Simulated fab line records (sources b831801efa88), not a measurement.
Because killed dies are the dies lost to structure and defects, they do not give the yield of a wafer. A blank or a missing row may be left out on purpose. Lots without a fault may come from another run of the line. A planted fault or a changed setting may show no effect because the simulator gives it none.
One fault through the eyes of 2 desks / flow sfq line / only its own numbers are on each desk; what lay behind them is given at the end

== TOOL OWNER'S DESK, pecvd-04 ==
The tool's own readings at SFQ_TRILAYER_I4_DEP_PECVD_099 (deposits SiO2 from SiH4/N2O, time 111.11 s, target thk 500 nm): means of the sampled wafers that have a number, for each lot that ran on this tool. A lot is out of limits, marked OUT, if its mean lies more than 4 standard deviations from the usual mean; the brackets give that distance.
Columns: A = heater power w at SFQ_TRILAYER_I4_DEP_PECVD_099, usual 79 W; B = run length s at SFQ_TRILAYER_I4_DEP_PECVD_099, usual 138.9 s; C = throttle valve pct at SFQ_TRILAYER_I4_DEP_PECVD_099, usual 24.4 %
lot=L656; first seen here=day 40 01:20; A=79; B=139.4; C=25.8
lot=L657; first seen here=day 40 23:32; A=80; B=139.4; C=24.3
lot=L661; first seen here=day 43 06:43; A=74; B=139.3; C=25.2
lot=L668; first seen here=day 47 10:17; A=72; B=136.7 (-5.0) OUT; C=24.7
lot=L669; first seen here=day 47 16:17; A=78; B=133.9 (-11) OUT; C=24.2
lot=L678; first seen here=day 50 17:43; A=85; B=139.3; C=25.0
This desk finds L668, L669 out of limits, L668 being first, at day 47 10:17 (run length s at SFQ_TRILAYER_I4_DEP_PECVD_099). L656, L657, L661, L678: within limits.

== METROLOGY DESK ==
What the gauges read for every lot (on any tool): the sampled wafers with a number, averaged. A lot is out of limits, marked OUT, if its mean lies more than 4 standard deviations from the usual mean; the brackets give that distance.
Columns: A = M4_OVL at SFQ_M4_OVL_MEAS_926, usual 3 nm
lot=L656; first seen here=day 40 00:20; A=12
lot=L657; first seen here=day 40 22:32; A=4
lot=L658; first seen here=day 41 06:25; A=-1
lot=L659; first seen here=day 41 10:01; A=-5
lot=L660; first seen here=day 41 12:25; A=4
lot=L661; first seen here=day 43 05:43; A=3
lot=L662; first seen here=day 45 10:38; A=1
lot=L668; first seen here=day 47 09:17; A=4
lot=L669; first seen here=day 47 15:17; A=4
lot=L673; first seen here=day 49 06:50; A=1
lot=L676; first seen here=day 50 06:58; A=4
lot=L677; first seen here=day 50 14:18; A=3
lot=L678; first seen here=day 50 16:41; A=2
lot=L679; first seen here=day 50 22:42; A=3
This desk's verdict: no lot among the 14 shows anything out of limits.

== BROUGHT TOGETHER ==
On L668, L669, at day 47 10:17, an alarm was possible from the tool owner's desk.
From the metrology desk's view, nothing was out of limits.
The metrology desk holds a record of L668, L669, inside its limits.
The lots listed all ran SFQ_TRILAYER_I4_DEP_PECVD_099 on pecvd-04.

== WHAT THE SIMULATOR HAD INSERTED ==
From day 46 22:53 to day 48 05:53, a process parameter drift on pecvd-04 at SFQ_TRILAYER_I4_DEP_PECVD_099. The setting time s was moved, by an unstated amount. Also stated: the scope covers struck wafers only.
Struck lots among those shown: L668, L669.
Hours from the fault's start to each desk's first reading out of limits: the tool owner's desk, 11.
